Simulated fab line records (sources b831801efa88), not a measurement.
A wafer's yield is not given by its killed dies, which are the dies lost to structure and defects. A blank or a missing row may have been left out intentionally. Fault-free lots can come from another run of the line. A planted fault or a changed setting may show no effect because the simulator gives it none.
What tool caused it? ; flow sky130 ; 9 lots (27 wafers sampled), 1 step of a 708-step route

== WHAT THE GAUGES READ, wafer by wafer ==
SKY_METAL3_CD_MEAS_13 targets a cd of 300 nm.
lot;measured;on;cdNm (nm)
L123;day 40 02:44;cdSem-01;296.9 298.5 297.5
L126;day 40 18:59;cdSem-01;301.9 302.1 300.9
L136;day 43 17:41;cdSem-01;301.1 300.9 301.9
L137;day 43 19:10;cdSem-01;299.9 300.7 300.7
L138;day 43 22:04;cdSem-01;301.1 301.8 300.6
L139;day 44 09:08;cdSem-01;299.9 300.5 299.8
L141;day 45 02:40;cdSem-01;301.0 300.4 300.2
L142;day 45 07:13;cdSem-02;301.2 300.5 300.6
L143;day 45 08:40;cdSem-02;298.5 298.1 299.3

== WHAT TOOL EACH LOT RAN ON (gives the tool, then ch and the chambers of the sampled wafers, and finally the start) ==
There is no process step in the record ahead of these readings.

== THE ANSWER, worked out from the rows above alone ==
Rule: usual is defined by the lots themselves. The widest of any qualifying gaps counts: lots, ordered by their means at a reading, are off when they make up no more than a third of the lots, leave a main group of 4 or more, and stand apart from it by 3 or more times the standard deviation of that group's means. The tables above print the reading to a certain number of digits; a main group whose means all agree to those digits is not used. Also off: a lot with no number at a reading for which 4 or more lots have one. Any other lot the step has rows for is counted as sound.
Across all readings shown, no lot is off: no conclusion can be drawn from this.

== WHAT THE SIMULATOR PUT IN ==
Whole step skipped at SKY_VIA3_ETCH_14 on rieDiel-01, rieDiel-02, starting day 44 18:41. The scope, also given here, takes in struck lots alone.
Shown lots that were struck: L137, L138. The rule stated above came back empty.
